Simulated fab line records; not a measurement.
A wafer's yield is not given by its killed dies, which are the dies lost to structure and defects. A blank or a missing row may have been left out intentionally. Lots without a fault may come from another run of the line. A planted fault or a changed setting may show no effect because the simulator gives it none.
Comparing a struck lot with a sound one :: flow sky130 :: 16 out of 708 route steps
Sound: wafers L662.3, L662.5, L662.6. Struck: wafers L672.2, L672.5 (left out: L672.1, a lot-mate that was not struck); the cause follows at the end.
For every step that has rows: the tool of each side, followed by ch and its chambers, followed by its first start. Under that, the readings that differ: sound wafers :: struck wafers :: difference of the means :: sigmas: that difference in standard deviations of wafers without a fault.
alike: same words and numbers on both sides, and readings whose means sit less than 2 such deviations apart. not compared: any withheld reading, any reading some wafer has no value for, any bound like >300 that may hide the same value, and any number with overlapping values for which the record gives no deviation.
Wherever a step has rows on one side only, a row that says differs or no value, or a row with sigmas, the two part there. Numbers that don't overlap but have no deviation are shown without sigmas and don't part them. A reading missing from all wafers of one side parts the sides only when that side holds two or more wafers.

SKY_SD_N_OVL_MEAS_08:
  sound: overlay-02 at day 29 19:40; struck: overlay-01 at day 32 17:39
  alike: SD_N_OVL
then, 2 steps without rows for these wafers: SKY_SD_N_IMPLANT_09; SKY_SD_N_IMPLANT_10.
SKY_SD_N_STRIP_11: strips in O2/N2.
  sound on plasmaAsher-01 ch 0,1, day 29 20:01; struck on plasmaAsher-01 ch 0,1, day 32 17:59
  alike: drypumpMotorCurrentA, n2FlowSccm, oesProductAu, stripTimeToEndpointS
  not compared: rfHoursCounterH
SKY_SD_N_TW_MEAS_12:
  sound: filmMetro-04 at day 29 20:07; struck: filmMetro-04 at day 32 18:05
  alike: SD_N_TW
then, 1 step without rows for these wafers: SKY_SD_N_CLEAN_13 (cleans in SC1/SC2, time 150 s).
SKY_SD_N_RTA_14: time 2 s.
  sound on rtpAnneal-01 ch 0, day 29 20:13; struck on rtpAnneal-01 ch 0, day 32 18:12
  alike: lampPowerPct, wafer_temp_C_max
SKY_SD_N_RS_MEAS_16: measures by four-point-probe.
  sound: filmMetro-01 at day 29 20:25; struck: filmMetro-01 at day 32 18:23
  alike: SD_N_RS
SKY_SD_N_RS_MEAS_17: measures by four-point-probe.
  sound: filmMetro-01 at day 29 20:32; struck: filmMetro-01 at day 32 18:30
  alike: SD_P_RS
SKY_SD_N_RS_MEAS_18: measures by four-point-probe.
  sound: filmMetro-01 at day 29 20:39; struck: filmMetro-01 at day 32 18:37
  alike: RES_XHIGH_RS
then, 1 step without rows for these wafers: SKY_SALICIDE_CLEAN_00 (cleans in HF-last, time 30 s).
SKY_LI_CONTACT_HDPCVD_00: deposits PSG, target thk 930 nm, time 155 s.
  sound on hdpcvd-02 ch 0,2, day 29 20:45; struck on hdpcvd-01 ch 1, day 32 18:45
reading: runLengthS (s)
sound: 184.0 183.1 183.8
struck: 209.0 209.4
difference: +25.6
sigmas: +36

reading: model.PSG_of_LI_CONTACT_HDPCVD_00.thkNm (nm)
sound: 921.4 929.3 926.5
struck: 1114 1100
difference: +181
sigmas: 
  alike: susceptorTempC
SKY_LI_CONTACT_THK_MEAS_01:
  sound: filmMetro-04 at day 29 20:52; struck: filmMetro-02 at day 32 19:05
reading: LI_CONTACT_HDPCVD_THK (nm)
sound: 921 929 927
struck: 1114 1099
difference: +181
sigmas: +16
  not compared: hold
SKY_LI_CONTACT_CMP_02: polishes PSG.
  sound on cmp-02 ch 1,2,3, day 29 21:04; struck on cmp-02 ch 2,3, day 32 23:02
reading: hold
sound: - - -
struck: awaitDispo/3.4h/release awaitDispo/3.4h/release
difference: no value on the sound wafers
sigmas: 

reading: timeToEndpointS (s)
sound: 35.8 30.4 30.9
struck: 50.6 48.5
difference: +17.2
sigmas: +6
  alike: motorCurrentA
SKY_LI_CONTACT_BOW_MEAS_03:
  sound: filmMetro-01 at day 29 21:15; struck: filmMetro-01 at day 32 23:23
  alike: LI_CONTACT_BOW
-- here the record skips 16 days between the struck wafers' starts before and after, leaving off in module LI_CONTACT and picking up in module PAD_OPEN (first step shown: number 708 of the route) --
SKY_PAD_OPEN_PROBE_99:
  sound: prober-02 at day 47 05:01; struck: prober-02 at day 49 07:37
  alike: killed_at_M0_to_M3, killed_at_M4_up, killedAtContacts, killedAtFrontEnd, killedAtOther, killedDies, killedOpen, killedShort

WHERE THEY PART
At SKY_LI_CONTACT_HDPCVD_00 first; at SKY_LI_CONTACT_CMP_02 last (within this record only). Later steps at which nothing parts them and some readings are alike: SKY_LI_CONTACT_BOW_MEAS_03, SKY_PAD_OPEN_PROBE_99.

WHY: what the simulator had put in
hdpcvd-01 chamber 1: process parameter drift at SKY_LI_CONTACT_HDPCVD_00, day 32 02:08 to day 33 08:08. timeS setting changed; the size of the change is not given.
